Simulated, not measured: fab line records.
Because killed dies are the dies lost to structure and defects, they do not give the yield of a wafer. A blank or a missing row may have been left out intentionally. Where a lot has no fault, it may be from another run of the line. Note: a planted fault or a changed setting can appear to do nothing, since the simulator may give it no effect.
What tool caused it? / flow sky130 / 17 wafers from 6 lots sampled at 3 of the route's 708 steps

WHAT THE GAUGES SHOWED, per wafer
SKY_VIA1_THK_MEAS_01.
lot=L104; measured=day 34 20:04; on=film_metro-01; VIA1_HDPCVD_THK (nm)=1038 1032 1050
lot=L105; measured=day 35 04:56; on=film_metro-03; VIA1_HDPCVD_THK (nm)=1048 1045 1038
lot=L107; measured=day 35 20:31; on=film_metro-01; VIA1_HDPCVD_THK (nm)=1036 1045 1045
lot=L111; measured=day 37 10:38; on=film_metro-01; VIA1_HDPCVD_THK (nm)=1042 1046 1015
lot=L115; measured=day 38 16:32; on=film_metro-03; VIA1_HDPCVD_THK (nm)=627 1050
lot=L122; measured=day 40 10:30; on=film_metro-01; VIA1_HDPCVD_THK (nm)=1023 1031 1028

WHICH TOOL RAN EACH LOT (tool, then ch and the chambers of the sampled wafers, then the start)
lot=L104; SKY_METAL1_SPUTTER_03=pvd_sputter-01, day 33 15:20; SKY_VIA1_HDPCVD_00=hdpcvd-02 ch 0,1,2, day 34 19:56
lot=L105; SKY_METAL1_SPUTTER_03=pvd_sputter-03, day 34 00:25; SKY_VIA1_HDPCVD_00=hdpcvd-01 ch 1,2, day 35 04:49
lot=L107; SKY_METAL1_SPUTTER_03=pvd_sputter-01, day 34 16:09; SKY_VIA1_HDPCVD_00=hdpcvd-01 ch 0,1,2, day 35 20:26
lot=L111; SKY_METAL1_SPUTTER_03=pvd_sputter-04, day 36 06:52; SKY_VIA1_HDPCVD_00=hdpcvd-02 ch 0,1,2, day 37 10:34
lot=L115; SKY_METAL1_SPUTTER_03=pvd_sputter-04, day 37 13:31; SKY_VIA1_HDPCVD_00=hdpcvd-02 ch 0,2, day 38 16:26
lot=L122; SKY_METAL1_SPUTTER_03=pvd_sputter-01, day 39 08:13; SKY_VIA1_HDPCVD_00=hdpcvd-01 ch 0,1,2, day 40 10:23
- SKY_METAL1_SPUTTER_03: material Ti, target thk 5 nm, time 3.3 s.
- SKY_VIA1_HDPCVD_00: deposits SiO2, target thk 1030 nm, time 171.7 s.

THE ANSWER, worked out from the rows above alone
Rule: what is usual is taken from the lots themselves. The widest of any qualifying gaps counts: lots, ordered by their means at a reading, are off when they make up no more than a third of the lots, leave a main group of 4 or more, and stand apart from it by 3 or more times the standard deviation of that group's means. Not used: any main group whose means are identical at the precision the tables above print for the reading. A lot without any number at a reading at which 4 lots or more have one is off too. Where the step has rows for the other lots, those lots are counted as sound.
Off: L115, seen at SKY_VIA1_THK_MEAS_01 (VIA1_HDPCVD_THK). For the main group the mean is 1037 nm and the standard deviation 6.
A tool fits if, at a process step before that reading, it ran every lot that is off, and no sound lot after the first of them. The gauges at SKY_VIA1_THK_MEAS_01 are tried like those tools. Can't be told from this: 3 tools fit, pvd_sputter-04 at SKY_METAL1_SPUTTER_03, hdpcvd-02 at SKY_VIA1_HDPCVD_00, film_metro-03 at SKY_VIA1_THK_MEAS_01.

WHAT THE SIMULATOR HAD PUT IN
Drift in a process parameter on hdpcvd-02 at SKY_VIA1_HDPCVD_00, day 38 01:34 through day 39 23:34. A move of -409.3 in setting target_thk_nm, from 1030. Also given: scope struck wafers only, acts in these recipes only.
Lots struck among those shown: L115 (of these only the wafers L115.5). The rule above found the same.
